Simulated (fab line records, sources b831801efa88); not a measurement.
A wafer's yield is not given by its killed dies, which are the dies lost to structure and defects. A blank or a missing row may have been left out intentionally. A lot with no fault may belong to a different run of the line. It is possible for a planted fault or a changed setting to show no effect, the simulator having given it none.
What tool caused it? :: flow sky130 :: 12 lots with 36 wafers sampled at 6 steps, on a route of 708 steps

== WHAT EACH GAUGE READ, for each wafer ==
SKY_FIELD_ISO_CD_MEAS_13 targets a cd of 150 nm.
lot: L947
measured: day 2 08:59
on: cd-sem-02
cd-nm (nm): 148.5 149.7 150.2

lot: L949
measured: day 2 22:23
on: cd-sem-01
cd-nm (nm): 152.1 151.1 151.3

lot: L950
measured: day 3 04:26
on: cd-sem-02
cd-nm (nm): 151.5 149.3 150.1

lot: L951
measured: day 3 09:19
on: cd-sem-02
cd-nm (nm): 152.1 152.8 151.4

lot: L952
measured: day 3 13:41
on: cd-sem-01
cd-nm (nm): 150.8 151.0 149.3

lot: L955
measured: day 4 03:04
on: cd-sem-01
cd-nm (nm): 150.8 150.7 150.9

lot: L956
measured: day 4 07:29
on: cd-sem-01
cd-nm (nm): 151.8 150.1 150.1

lot: L957
measured: day 4 14:14
on: cd-sem-02
cd-nm (nm): 152.3 150.8 151.3

lot: L958
measured: day 4 21:23
on: cd-sem-01
cd-nm (nm): 147.3 146.2 150.2

lot: L963
measured: day 6 10:35
on: cd-sem-02
cd-nm (nm): 153.0 153.5 151.2

lot: L966
measured: day 6 16:10
on: cd-sem-01
cd-nm (nm): 150.8 152.5 151.7

lot: L967
measured: day 6 20:40
on: cd-sem-02
cd-nm (nm): 150.0 153.6 151.5

SKY_PWDE_OVL_MEAS_07.
lot: L947
measured: day 4 01:46
on: overlay-02
PWDE_OVL (nm): -2.5 -2.4 -2.5

lot: L949
measured: day 4 15:24
on: overlay-01
PWDE_OVL (nm): -0.1 1.2 2.6

lot: L950
measured: day 4 20:40
on: overlay-01
PWDE_OVL (nm): 2.4 1.8 0.8

lot: L951
measured: day 5 02:22
on: overlay-01
PWDE_OVL (nm): -2.9 -2.5 -2.5

lot: L952
measured: day 5 08:19
on: overlay-02
PWDE_OVL (nm): 0.3 -2.8 -1.5

lot: L955
measured: day 5 20:50
on: overlay-01
PWDE_OVL (nm): - - -

lot: L956
measured: day 6 03:10
on: overlay-01
PWDE_OVL (nm): -0.4 -1.2 0.0

lot: L957
measured: day 6 09:14
on: overlay-01
PWDE_OVL (nm): -0.2 0.3 -0.6

lot: L958
measured: day 6 14:36
on: overlay-02
PWDE_OVL (nm): -0.7 1.0 -1.3

lot: L963
measured: day 8 09:09
on: overlay-02
PWDE_OVL (nm): -1.5 0.2 0.8

lot: L966
measured: day 8 15:05
on: overlay-02
PWDE_OVL (nm): 0.4 -2.3 -1.6

lot: L967
measured: day 8 21:32
on: overlay-02
PWDE_OVL (nm): -0.5 -3.1 -0.7

SKY_PWDE_TW_MEAS_10.
lot: L947
measured: day 4 02:03
on: film-metro-03
PWDE_TW: 375 376 375

lot: L949
measured: day 4 15:41
on: film-metro-04
PWDE_TW: 366 367 368

lot: L950
measured: day 4 20:58
on: film-metro-04
PWDE_TW: 368 366 365

lot: L951
measured: day 5 02:40
on: film-metro-03
PWDE_TW: 378 379 376

lot: L952
measured: day 5 08:36
on: film-metro-03
PWDE_TW: 373 377 378

lot: L955
measured: day 5 21:07
on: film-metro-02
PWDE_TW: 30 30 30

lot: L956
measured: day 6 03:27
on: film-metro-04
PWDE_TW: 369 367 368

lot: L957
measured: day 6 09:31
on: film-metro-04
PWDE_TW: 367 366 366

lot: L958
measured: day 6 14:53
on: film-metro-02
PWDE_TW: 373 373 373

lot: L963
measured: day 8 09:26
on: film-metro-04
PWDE_TW: 368 367 367

lot: L966
measured: day 8 15:23
on: film-metro-04
PWDE_TW: 368 368 367

lot: L967
measured: day 8 21:49
on: film-metro-02
PWDE_TW: 372 375 373

== WHAT TOOL EACH LOT RAN ON (gives the tool, then ch and the chambers of the sampled wafers, and finally the start) ==
lot: L947
SKY_FIELD_ISO_STRIP_16: plasma-asher-03 ch 0,1, day 2 09:12
SKY_DNWELL_STRIP_08: plasma-asher-03 ch 0,1, day 3 09:04
SKY_PWDE_EXPOSE_04: iline-stepper-02 ch 0, day 3 17:52

lot: L949
SKY_FIELD_ISO_STRIP_16: plasma-asher-04 ch 0,1, day 2 22:36
SKY_DNWELL_STRIP_08: plasma-asher-01 ch 0,1, day 3 21:56
SKY_PWDE_EXPOSE_04: iline-stepper-01 ch 0, day 4 07:25

lot: L950
SKY_FIELD_ISO_STRIP_16: plasma-asher-02 ch 0,1, day 3 04:38
SKY_DNWELL_STRIP_08: plasma-asher-04 ch 0,1, day 4 04:40
SKY_PWDE_EXPOSE_04: iline-stepper-01 ch 0, day 4 12:26

lot: L951
SKY_FIELD_ISO_STRIP_16: plasma-asher-04 ch 0,1, day 3 09:30
SKY_DNWELL_STRIP_08: plasma-asher-03 ch 0,1, day 4 08:48
SKY_PWDE_EXPOSE_04: iline-stepper-02 ch 0, day 4 17:08

lot: L952
SKY_FIELD_ISO_STRIP_16: plasma-asher-04 ch 0,1, day 3 13:55
SKY_DNWELL_STRIP_08: plasma-asher-03 ch 0,1, day 4 14:08
SKY_PWDE_EXPOSE_04: iline-stepper-02 ch 0, day 4 23:51

lot: L955
SKY_FIELD_ISO_STRIP_16: plasma-asher-02 ch 0,1, day 4 03:17
SKY_DNWELL_STRIP_08: plasma-asher-03 ch 0,1, day 5 04:59
SKY_PWDE_EXPOSE_04: iline-stepper-02 ch 0, day 5 13:16

lot: L956
SKY_FIELD_ISO_STRIP_16: plasma-asher-02 ch 0,1, day 4 07:43
SKY_DNWELL_STRIP_08: plasma-asher-01 ch 0,1, day 5 09:44
SKY_PWDE_EXPOSE_04: iline-stepper-02 ch 0, day 5 18:53

lot: L957
SKY_FIELD_ISO_STRIP_16: plasma-asher-04 ch 0,1, day 4 14:28
SKY_DNWELL_STRIP_08: plasma-asher-03 ch 0,1, day 5 14:36
SKY_PWDE_EXPOSE_04: iline-stepper-01 ch 0, day 5 23:32

lot: L958
SKY_FIELD_ISO_STRIP_16: plasma-asher-02 ch 0,1, day 4 21:37
SKY_DNWELL_STRIP_08: plasma-asher-03 ch 0,1, day 5 20:00
SKY_PWDE_EXPOSE_04: iline-stepper-01 ch 0, day 6 04:25

lot: L963
SKY_FIELD_ISO_STRIP_16: plasma-asher-04 ch 0,1, day 6 10:47
SKY_DNWELL_STRIP_08: plasma-asher-01 ch 0, day 7 13:19
SKY_PWDE_EXPOSE_04: iline-stepper-02 ch 0, day 7 22:59

lot: L966
SKY_FIELD_ISO_STRIP_16: plasma-asher-03 ch 0,1, day 6 16:21
SKY_DNWELL_STRIP_08: plasma-asher-03 ch 0,1, day 7 18:40
SKY_PWDE_EXPOSE_04: iline-stepper-02 ch 0, day 8 05:32

lot: L967
SKY_FIELD_ISO_STRIP_16: plasma-asher-03 ch 0,1, day 6 20:53
SKY_DNWELL_STRIP_08: plasma-asher-03 ch 0,1, day 8 01:03
SKY_PWDE_EXPOSE_04: iline-stepper-02 ch 0, day 8 11:30
- SKY_FIELD_ISO_STRIP_16: strips in O2/N2.
- SKY_DNWELL_STRIP_08: strips in O2/N2.
- SKY_PWDE_EXPOSE_04: exposes mask PWDEM, target cd 840 nm.

== WHAT THE TOOLS THEMSELVES READ (means of the sampled wafers that have a number; where no wafer has one, the mark that the record gives instead) ==
SKY_FIELD_ISO_STRIP_16.
lot: L947
tool: plasma-asher-03
drypump-motor-current-A (A): 5.5
oes-product-au (a.u.): 0.381
strip-time-to-endpoint-s (s): 3.534

lot: L949
tool: plasma-asher-04
drypump-motor-current-A (A): 5.5
oes-product-au (a.u.): 0.381
strip-time-to-endpoint-s (s): 3.561

lot: L950
tool: plasma-asher-02
drypump-motor-current-A (A): 5.5
oes-product-au (a.u.): 0.377
strip-time-to-endpoint-s (s): 3.584

lot: L951
tool: plasma-asher-04
drypump-motor-current-A (A): 5.5
oes-product-au (a.u.): 0.380
strip-time-to-endpoint-s (s): 3.554

lot: L952
tool: plasma-asher-04
drypump-motor-current-A (A): 5.3
oes-product-au (a.u.): 0.375
strip-time-to-endpoint-s (s): 3.512

lot: L955
tool: plasma-asher-02
drypump-motor-current-A (A): 5.5
oes-product-au (a.u.): 0.381
strip-time-to-endpoint-s (s): 3.565

lot: L956
tool: plasma-asher-02
drypump-motor-current-A (A): 5.6
oes-product-au (a.u.): 0.377
strip-time-to-endpoint-s (s): 3.551

lot: L957
tool: plasma-asher-04
drypump-motor-current-A (A): 5.3
oes-product-au (a.u.): 0.376
strip-time-to-endpoint-s (s): 3.549

lot: L958
tool: plasma-asher-02
drypump-motor-current-A (A): 5.6
oes-product-au (a.u.): 0.381
strip-time-to-endpoint-s (s): 3.585

lot: L963
tool: plasma-asher-04
drypump-motor-current-A (A): 5.5
oes-product-au (a.u.): 0.380
strip-time-to-endpoint-s (s): 3.538

lot: L966
tool: plasma-asher-03
drypump-motor-current-A (A): 6.0
oes-product-au (a.u.): 0.378
strip-time-to-endpoint-s (s): 3.543

lot: L967
tool: plasma-asher-03
drypump-motor-current-A (A): 5.5
oes-product-au (a.u.): 0.380
strip-time-to-endpoint-s (s): 3.551

SKY_DNWELL_STRIP_08.
lot: L947
tool: plasma-asher-03
drypump-motor-current-A (A): 6.0
oes-product-au (a.u.): 0.720
strip-time-to-endpoint-s (s): 36.82

lot: L949
tool: plasma-asher-01
drypump-motor-current-A (A): 5.7
oes-product-au (a.u.): 0.722
strip-time-to-endpoint-s (s): 36.98

lot: L950
tool: plasma-asher-04
drypump-motor-current-A (A): 5.3
oes-product-au (a.u.): 0.725
strip-time-to-endpoint-s (s): 36.84

lot: L951
tool: plasma-asher-03
drypump-motor-current-A (A): 6.0
oes-product-au (a.u.): 0.719
strip-time-to-endpoint-s (s): 36.88

lot: L952
tool: plasma-asher-03
drypump-motor-current-A (A): 5.5
oes-product-au (a.u.): 0.719
strip-time-to-endpoint-s (s): 36.93

lot: L955
tool: plasma-asher-03
drypump-motor-current-A (A): 6.0
oes-product-au (a.u.): 0.726
strip-time-to-endpoint-s (s): 36.89

lot: L956
tool: plasma-asher-01
drypump-motor-current-A (A): 5.7
oes-product-au (a.u.): 0.721
strip-time-to-endpoint-s (s): 36.99

lot: L957
tool: plasma-asher-03
drypump-motor-current-A (A): 5.5
oes-product-au (a.u.): 0.723
strip-time-to-endpoint-s (s): 36.93

lot: L958
tool: plasma-asher-03
drypump-motor-current-A (A): 5.5
oes-product-au (a.u.): 0.723
strip-time-to-endpoint-s (s): 36.92

lot: L963
tool: plasma-asher-01
drypump-motor-current-A (A): 5.8
oes-product-au (a.u.): 0.724
strip-time-to-endpoint-s (s): 36.94

lot: L966
tool: plasma-asher-03
drypump-motor-current-A (A): 6.0
oes-product-au (a.u.): 0.729
strip-time-to-endpoint-s (s): 36.98

lot: L967
tool: plasma-asher-03
drypump-motor-current-A (A): 5.5
oes-product-au (a.u.): 0.720
strip-time-to-endpoint-s (s): 36.92

== THE ANSWER, worked out from the rows above alone ==
Rule: the usual values come from the lots themselves. The widest of any qualifying gaps counts: lots, ordered by their means at a reading, are off when they make up no more than a third of the lots, leave a main group of 4 or more, and stand apart from it by 3 or more times the standard deviation of that group's means. Not used: any main group whose means are identical at the precision the tables above print for the reading. A lot without any number at a reading at which 4 lots or more have one is off too. All remaining lots with rows at the step are treated as sound. First the gauges in route order, then the tools' own readings, where a lot's mean is used as printed above. At the first step where some lot is off, the reading lying furthest off is the one used; lots without a number count as furthest.
Off: at SKY_PWDE_OVL_MEAS_07 (PWDE_OVL), L955. Without a number there: L955. Main group: mean -0.7 nm, sd 1.3.
If a tool, at a process step before that reading, ran all the lots that are off and no sound lot after the first of them, it fits. The gauges at SKY_PWDE_OVL_MEAS_07 aren't tried: what is off there is off at SKY_PWDE_TW_MEAS_10 too, on other tools, and a gauge's error can't cause that. Not one of the candidates tried fits.

== WHAT THE SIMULATOR PUT IN ==
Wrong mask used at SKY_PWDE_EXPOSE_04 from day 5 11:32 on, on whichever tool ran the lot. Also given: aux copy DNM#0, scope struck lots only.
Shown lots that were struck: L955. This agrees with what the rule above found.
